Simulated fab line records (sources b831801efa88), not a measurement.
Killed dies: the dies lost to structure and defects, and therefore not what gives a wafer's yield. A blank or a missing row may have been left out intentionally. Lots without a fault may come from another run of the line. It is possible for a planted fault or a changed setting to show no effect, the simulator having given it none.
Chamber matching	flow sky130	SKY_METAL4_ETCH_17 on rie diel-01 has 4 sister chambers
The step etches SiO2 in C4F8/O2/Ar, stops on TiN, time 3.9 s, target depth 15 nm. 7 wafers are shown with their chamber, then 7 later ones without.

== WAFERS PAIRED WITH THEIR CHAMBERS ==
wafer	chamber	oes product au (a.u.)
L077.6	2	0.759
L078.4	3	0.768
L080.2	1	0.743
L080.4	0	0.765
L080.5	1	0.751
L089.1	3	0.745
L089.4	0	0.756

== WAFERS MISSING THEIR CHAMBER ==
wafer	oes product au (a.u.)
L089.5	0.754
L092.1	0.752
L092.2	0.747
L092.5	0.749
L095.2	0.741
L095.3	0.754
L095.6	0.752

== WHICH CHAMBER EACH ONE RAN IN ==
wafer	from the rows above	in truth
L089.5	can't be placed: 3 or 2 or 0 or 1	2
L092.1	can't be placed: 3 or 1 or 2 or 0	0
L092.2	can't be placed: 1 or 3 or 2 or 0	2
L092.5	can't be placed: 1 or 3 or 2 or 0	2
L095.2	can't be placed: 1 or 3 or 2 or 0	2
L095.3	can't be placed: 3 or 2 or 0 or 1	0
L095.6	can't be placed: 3 or 1 or 2 or 0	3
0 of 7 placed correctly. These rows do not allow placing 7 (true chamber among the candidates in 7). Wrongly placed: 0.
How it was worked out, from the rows above alone: a wafer's distance from a chamber is the root of the sum, over the readings, of the square of ((its reading less the chamber's mean) divided by the reading's scatter). If the next closest chamber is less than 2 further off than the closest, the wafer can't be placed; otherwise it belongs to the closest. The mean given for a chamber averages the wafers shown for that chamber. The scatter: take each reading less its chamber's mean, square it, sum over the shown wafers, divide by the number of wafers less the number of chambers, and take the root.
